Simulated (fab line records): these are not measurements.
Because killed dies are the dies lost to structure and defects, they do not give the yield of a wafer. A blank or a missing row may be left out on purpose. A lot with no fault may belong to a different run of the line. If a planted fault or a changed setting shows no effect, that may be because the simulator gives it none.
2 desks looking at one fault	flow gf180mcu	only its own numbers are on each desk; what lay behind them is given at the end

## TOOL OWNER'S DESK, rie_metal-04
The tool's own readings at GF_M4_METAL_ETCH_16 (etches the open film in Cl2/BCl3, stops on SiO2, target depth 750.8 nm, time 125.1 s): means of the sampled wafers that have a number, for each lot that ran on this tool. The brackets show how far a lot's mean lies from the usual mean; more than 4 standard deviations puts the lot out of limits, marked OUT.
Columns: A = drypump_motor_current_A at GF_M4_METAL_ETCH_16, usual 5.7 A; B = oes_product_au at GF_M4_METAL_ETCH_16, usual 0.992 a.u.; C = throttle_valve_pct at GF_M4_METAL_ETCH_16, usual 28.228 %
lot	first seen here	A	B	C
L999	day 23 19:58	6.0	0.988	28.230
L101	day 24 07:44	5.9	0.993	28.222
L102	day 24 19:02	6.0	0.992	28.229
L104	day 25 14:56	6.0	0.992	28.230
L105	day 25 19:18	5.9	0.991	28.231
L106	day 26 07:17	6.1	0.994	28.224
L112	day 28 10:14	5.9	0.991	28.227
L115	day 28 20:50	6.0	0.997	28.232
This desk's finding: nothing out of limits on any of the 8 lots.

## AT THE METROLOGY DESK
What the gauges read, lot by lot, whatever tool the lot ran on: means of the sampled wafers that have a number. The brackets show how far a lot's mean lies from the usual mean; more than 4 standard deviations puts the lot out of limits, marked OUT.
Columns: A = MIM_CVD_05_THK at GF_MIM_THK_MEAS_06, usual 42.0 nm; B = MIM_ALCU_RS at GF_MIM_RS_MEAS_10, usual 0.1599 ohm/sq
lot	first seen here	A	B
L999	day 24 22:06	41.5	0.1636
L101	day 25 08:29	41.4	0.1593
L102	day 25 19:32	41.8	0.1609
L103	day 26 06:44	41.9	0.1613
L104	day 26 15:05	41.8	0.1573
L105	day 26 19:16	41.6	0.1599
L106	day 27 06:32	42.5	0.1619
L112	day 29 09:16	42.3	0.1615
L113	day 29 12:08	42.0	0.1599
L115	day 29 19:03	42.1	0.1570
L118	day 30 15:23	41.6	0.1604
L119	day 30 21:14	42.2	0.1582
This desk's finding: nothing out of limits on any of the 12 lots.

## BROUGHT TOGETHER
The desk of the tool owner found nothing out of limits.
At the metrology desk, nothing out of limits was observed.

## WHAT THE SIMULATOR PUT IN
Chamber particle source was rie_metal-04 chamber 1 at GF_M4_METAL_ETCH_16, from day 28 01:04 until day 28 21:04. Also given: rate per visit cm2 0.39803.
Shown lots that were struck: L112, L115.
